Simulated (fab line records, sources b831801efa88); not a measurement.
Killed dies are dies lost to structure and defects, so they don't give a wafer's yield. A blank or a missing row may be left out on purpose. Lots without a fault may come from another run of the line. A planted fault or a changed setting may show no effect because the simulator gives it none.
Which tool did it? | flow sky130 | 7 lots, 21 wafers sampled, at 1 step of a route of 708

WHAT THE GAUGES READ, wafer by wafer
SKY_VIA4_THK_MEAS_20: measures by xrf.
lot  | measured     | on            | VIA4_W_THK (nm)
L901 | day 43 11:59 | film_metro-01 | 506 504 502
L904 | day 44 08:50 | film_metro-04 | 499 496 505
L906 | day 44 22:37 | film_metro-04 | 505 499 504
L913 | day 46 11:51 | film_metro-04 | 513 505 506
L915 | day 46 23:02 | film_metro-02 | 508 507 508
L919 | day 47 20:34 | film_metro-01 | 504 506 505
L923 | day 48 18:35 | film_metro-01 | 498 497 508

WHICH TOOL RAN EACH LOT (tool, then ch and the chambers of the sampled wafers, then the start)
The record holds no process step before these readings.

THE ANSWER, worked out from the rows above alone
Rule: what is usual is taken from the lots themselves. Put in order of their means at a reading, lots are off if they are a third of the lots or fewer, leave a main group of 4 or more, and stand apart from it by a gap of 3 or more times the standard deviation of the main group's means; of several such gaps the widest counts. A main group whose means are all the same, to the digits that the tables above print for the reading, isn't used. A lot without any number at a reading at which 4 lots or more have one is off too. The other lots that the step has rows for count as sound.
No lot is off at any reading shown: from this, nothing can be told.

WHAT THE SIMULATOR HAD PUT IN
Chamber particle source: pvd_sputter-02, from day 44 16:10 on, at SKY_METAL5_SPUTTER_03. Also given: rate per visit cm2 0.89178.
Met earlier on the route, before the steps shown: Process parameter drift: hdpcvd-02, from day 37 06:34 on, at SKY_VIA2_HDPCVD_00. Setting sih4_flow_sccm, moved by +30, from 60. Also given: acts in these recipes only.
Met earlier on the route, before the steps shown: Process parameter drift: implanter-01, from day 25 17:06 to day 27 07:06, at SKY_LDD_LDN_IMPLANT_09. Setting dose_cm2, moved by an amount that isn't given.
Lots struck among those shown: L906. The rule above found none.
